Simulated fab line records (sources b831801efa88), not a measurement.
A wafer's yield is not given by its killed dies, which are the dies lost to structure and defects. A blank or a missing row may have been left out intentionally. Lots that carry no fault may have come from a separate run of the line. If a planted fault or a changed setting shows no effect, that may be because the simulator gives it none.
Comparing a struck lot with a sound one	flow sky130	14 out of 708 route steps
Sound: wafers L300.1, L300.5, L300.6. The struck wafers were L310.2, L310.3, L310.5. At the end, the cause is stated.
Order at every step that has rows: each side's tool, ch and its chambers, its first start. Under that, the readings that differ: sound wafers	struck wafers	difference of the means	sigmas: that difference in standard deviations of wafers without a fault.
alike: same words and numbers on both sides, and readings whose means sit less than 2 such deviations apart. not compared: any withheld reading, any reading some wafer has no value for, any bound like >300 that may hide the same value, and any number with overlapping values for which the record gives no deviation.
Wherever a step has rows on one side only, a row that says differs or no value, or a row with sigmas, the two part there. Non-overlapping numbers with no deviation appear without sigmas and do not part them. A reading missing from all wafers of one side parts the sides only when that side holds two or more wafers.

first, 1 step without rows for these wafers: SKY_CAPM_DEVELOP_11 (develop time 60 s).
SKY_CAPM_OVL_MEAS_12:
  struck on overlay-02, day 41 12:51; sound on overlay-01, day 38 04:17
  alike: CAPM_OVL
SKY_CAPM_METAL_ETCH_13: etches TiN in Cl2/BCl3, stops on SiO2, target depth 220 nm, time 62.9 s.
  sound on rieMetal-04 ch 0,1, day 38 04:19; struck on rieMetal-03 ch 0,1, day 41 12:53
  alike: drypumpMotorCurrentA, oesProductAu, throttleValvePct
  not compared: rfHoursCounterH
SKY_CAPM_STRIP_14: strips in O2/N2.
  sound on plasmaAsher-03 ch 0,1, day 38 04:23; struck on plasmaAsher-04 ch 0,1, day 41 12:58
  alike: drypumpMotorCurrentA, oesProductAu, stripTimeToEndpointS
  not compared: rfHoursCounterH
then, 8 steps without rows for these wafers: SKY_CAPM_STRIP_15 (strips in post etch residue remover, time 1200 s); SKY_CAPM_CLEAN_16 (cleans in IPA, time 180 s); SKY_CAPM_CLEAN_17 (cleans in O3/DIW); SKY_METAL3_DEHYDRATE_05 (time 60 s); SKY_METAL3_HMDS_06 (prime time 60 s); SKY_METAL3_COAT_07 (resist thk 60 nm); SKY_METAL3_COAT_08 (resist thk 1140 nm); SKY_METAL3_SOFTBAKE_09 (time 90 s).
SKY_METAL3_EXPOSE_10: exposes mask MM3, target cd 300 nm.
  struck on krfScanner-01, day 42 02:17; sound on krfScanner-01 ch 0, day 38 18:02
  no value came back on the struck wafers for exposureDoseMJCm2, focusOffsetNm (nm); on the sound wafers exposureDoseMJCm2 reads 27.99 28.05 28.00
  alike: mask
following that, these wafers have no rows for 1 step: SKY_METAL3_PEB_11.

## WHERE THEY PART
Only at SKY_METAL3_EXPOSE_10, as far as this record shows.

WHY: what the simulator had put in
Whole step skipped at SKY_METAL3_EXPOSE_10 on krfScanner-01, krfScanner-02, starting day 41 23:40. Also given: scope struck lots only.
